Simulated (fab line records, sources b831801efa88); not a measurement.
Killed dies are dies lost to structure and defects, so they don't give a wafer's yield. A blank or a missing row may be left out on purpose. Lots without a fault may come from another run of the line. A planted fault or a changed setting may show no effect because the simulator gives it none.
Which tool did it? | flow sfq_line | 7 lots, 21 wafers sampled, at 3 steps of a route of 325

WHAT THE GAUGES READ, wafer by wafer
SFQ_M4_RS_MEAS_924: measures by four-point-probe.
lot  | measured     | on            | M4_NB_RS (ohm/sq)
L550 | day 49 03:11 | film_metro-04 | 0.453 0.462 0.457 0.455 0.462 0.458
L552 | day 49 11:38 | film_metro-04 | 0.461 0.451 0.459 0.461 0.450 0.458
L554 | day 49 19:44 | film_metro-04 | 0.927 0.935 0.940
L560 | day 51 06:08 | film_metro-04 | 0.913 0.917 0.923
L563 | day 52 00:25 | film_metro-02 | 0.932 0.934 0.929
L567 | day 56 19:26 | film_metro-04 | 0.949 0.939 0.938
L569 | day 57 13:33 | film_metro-04 | 0.936 0.928 0.928

WHICH TOOL RAN EACH LOT (tool, then ch and the chambers of the sampled wafers, then the start)
lot  | SFQ_TRILAYER_M3_DEP_SPUTTER_073 | SFQ_TRILAYER_M4_DEP_SPUTTER_091
L550 | pvd_sputter-06, day 44 02:32    | pvd_sputter-05, day 49 02:50
L552 | pvd_sputter-03, day 44 12:16    | pvd_sputter-03, day 49 11:14
L554 | pvd_sputter-06, day 44 23:04    | pvd_sputter-05, day 49 19:38
L560 | pvd_sputter-04, day 46 00:16    | pvd_sputter-05, day 51 06:02
L563 | pvd_sputter-04, day 46 08:04    | pvd_sputter-04, day 52 00:19
L567 | pvd_sputter-03, day 47 08:56    | pvd_sputter-05, day 56 19:19
L569 | pvd_sputter-03, day 47 19:38    | pvd_sputter-05, day 57 13:26
- SFQ_TRILAYER_M3_DEP_SPUTTER_073: material Nb, target thk 200 nm, time 133.3 s.
- SFQ_TRILAYER_M4_DEP_SPUTTER_091: material Nb, target thk 200 nm, time 128.8 s.

THE ANSWER, worked out from the rows above alone
Rule: what is usual is taken from the lots themselves. Put in order of their means at a reading, lots are off if they are a third of the lots or fewer, leave a main group of 4 or more, and stand apart from it by a gap of 3 or more times the standard deviation of the main group's means; of several such gaps the widest counts. A main group whose means are all the same, to the digits that the tables above print for the reading, isn't used. A lot without any number at a reading at which 4 lots or more have one is off too. The other lots that the step has rows for count as sound.
Off: L550, L552, at SFQ_M4_RS_MEAS_924 (M4_NB_RS). The main group: mean 0.931 ohm/sq, standard deviation 0.0079.
A tool fits if, at a process step before that reading, it ran every lot that is off, and no sound lot after the first of them. The gauges at SFQ_M4_RS_MEAS_924 are tried like those tools. None of those tried fits.

WHAT THE SIMULATOR HAD PUT IN
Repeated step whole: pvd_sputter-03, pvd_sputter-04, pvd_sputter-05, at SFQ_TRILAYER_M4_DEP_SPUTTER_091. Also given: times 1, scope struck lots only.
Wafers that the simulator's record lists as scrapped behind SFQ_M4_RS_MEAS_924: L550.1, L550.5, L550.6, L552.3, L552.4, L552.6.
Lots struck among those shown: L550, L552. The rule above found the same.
